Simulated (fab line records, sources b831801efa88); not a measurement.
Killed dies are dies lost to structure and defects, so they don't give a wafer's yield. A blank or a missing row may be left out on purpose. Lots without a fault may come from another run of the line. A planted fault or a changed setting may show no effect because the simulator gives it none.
A struck lot beside a sound one | flow sky130 | 32 steps out of a route of 708
Sound: wafers L312.2, L312.3, L312.6. Struck: wafers L308.2, L308.5, L308.6. The cause comes at the end.
At each step with rows: each side's tool, then ch and its chambers, then its first start. Under that, the readings that differ: sound wafers | struck wafers | difference of the means | sigmas: that difference in standard deviations of wafers without a fault.
alike: readings whose means differ by less than 2 such deviations, and words and numbers that are the same on both sides. not compared: withheld readings, readings that some wafer has no value for, bounds like >300 that may hide the same value, and numbers for which the record gives no deviation and whose values overlap.
The two part at a step that has a row with sigmas, a row that says differs or no value, or rows on one side only. Numbers that don't overlap but have no deviation are shown without sigmas and don't part them. A reading that every wafer of one side lacks parts them only if that side has two wafers or more.

first, 8 steps without rows for these wafers: SKY_LI_CONTACT_ETCH_14 (etches BARC in N2/H2, stops on SiO2, time 45.9 s, target depth 60 nm); SKY_LI_CONTACT_ETCH_15 (etches PSG in C4F8/O2/Ar, stops on Si, target depth 600 nm); SKY_LI_CONTACT_STRIP_16 (strips in O2/N2); SKY_LI_CONTACT_CLEAN_17 (cleans in NMP, time 600 s); SKY_LI_CONTACT_PRE_CLEAN_18 (time 5.6 s); SKY_LI_CONTACT_SPUTTER_19 (material Ti, target thk 20 nm, time 106.37 s); SKY_LI_CONTACT_SPUTTER_20 (material TiN, target thk 20 nm, time 80 s); SKY_LI_CONTACT_CVD_21 (deposits W, target thk 400 nm, time 120.56 s).
SKY_LI_CONTACT_CMP_24: polishes, stops on PSG, t overpolish 20 s, target thk 0 nm.
  sound on cmp-01 ch 1,2,3, day 35 07:24; struck on cmp-02 ch 0,1,2, day 34 00:28
  alike: head_pressure_psi, motor_current_A, overpolish_run_s, slurry_filter_dp_kPa, slurry_flow_ml_min, time_to_endpoint_s
then, 22 steps without rows for these wafers: SKY_LOCAL_INTERCONNECT_SPUTTER_00 (material TiN, target thk 100 nm, time 83.3 s); SKY_LOCAL_INTERCONNECT_DEHYDRATE_03 (time 60 s); SKY_LOCAL_INTERCONNECT_HMDS_04 (prime time 60 s); SKY_LOCAL_INTERCONNECT_COAT_05 (resist thk 60 nm); SKY_LOCAL_INTERCONNECT_COAT_06 (resist thk 450 nm); SKY_LOCAL_INTERCONNECT_SOFTBAKE_07 (time 90 s); SKY_LOCAL_INTERCONNECT_EXPOSE_08 (exposes mask LI1M, target cd 170 nm); SKY_LOCAL_INTERCONNECT_PEB_09; SKY_LOCAL_INTERCONNECT_DEVELOP_10 (develop time 60 s); SKY_LOCAL_INTERCONNECT_ETCH_13 (etches BARC in N2/H2, stops on SiO2, time 45.9 s, target depth 60 nm); SKY_LOCAL_INTERCONNECT_METAL_ETCH_14 (etches TiN in Cl2/BCl3, stops on PSG, target depth 110 nm, time 31.4 s); SKY_LOCAL_INTERCONNECT_STRIP_15 (strips in O2/N2); SKY_LOCAL_INTERCONNECT_STRIP_16 (strips in post etch residue remover, time 1200 s); SKY_LOCAL_INTERCONNECT_CLEAN_17 (cleans in IPA, time 180 s); SKY_LOCAL_INTERCONNECT_CLEAN_18 (cleans in O3/DIW); SKY_CONTACT_CVD_00 (deposits Si3N4, target thk 75 nm); SKY_CONTACT_HDPCVD_02 (deposits SiO2, target thk 565 nm, time 94.2 s); SKY_CONTACT_CMP_04 (polishes SiO2); SKY_CONTACT_DEHYDRATE_06 (time 60 s); SKY_CONTACT_HMDS_07 (prime time 60 s); SKY_CONTACT_COAT_08 (resist thk 60 nm); SKY_CONTACT_COAT_09 (resist thk 450 nm).
-- the record jumps here: 15 days lie between the struck wafers' starts before and after (it left off in module CONTACT and takes up again in module PAD_OPEN, whose first step shown is number 708 of the route) --
SKY_PAD_OPEN_PROBE_99:
  sound on prober-02, day 50 04:02; struck on prober-02, day 49 08:14
  reading            | sound    | struck      | difference | sigmas
  killed_at_contacts | 23 27 27 | 160 188 187 | +153       | +29
  killed_dies        | 84 93 76 | 232 243 227 | +150       | +17
  killed_on_rim      | 20 13 15 | 42 47 37    | +26        | +7
  alike: killed_at_M0_to_M3, killed_at_M4_up, killed_at_front_end, killed_at_other, killed_open, killed_short

WHERE THEY PART
Only at SKY_PAD_OPEN_PROBE_99, within this record.

WHY: what the simulator had put in
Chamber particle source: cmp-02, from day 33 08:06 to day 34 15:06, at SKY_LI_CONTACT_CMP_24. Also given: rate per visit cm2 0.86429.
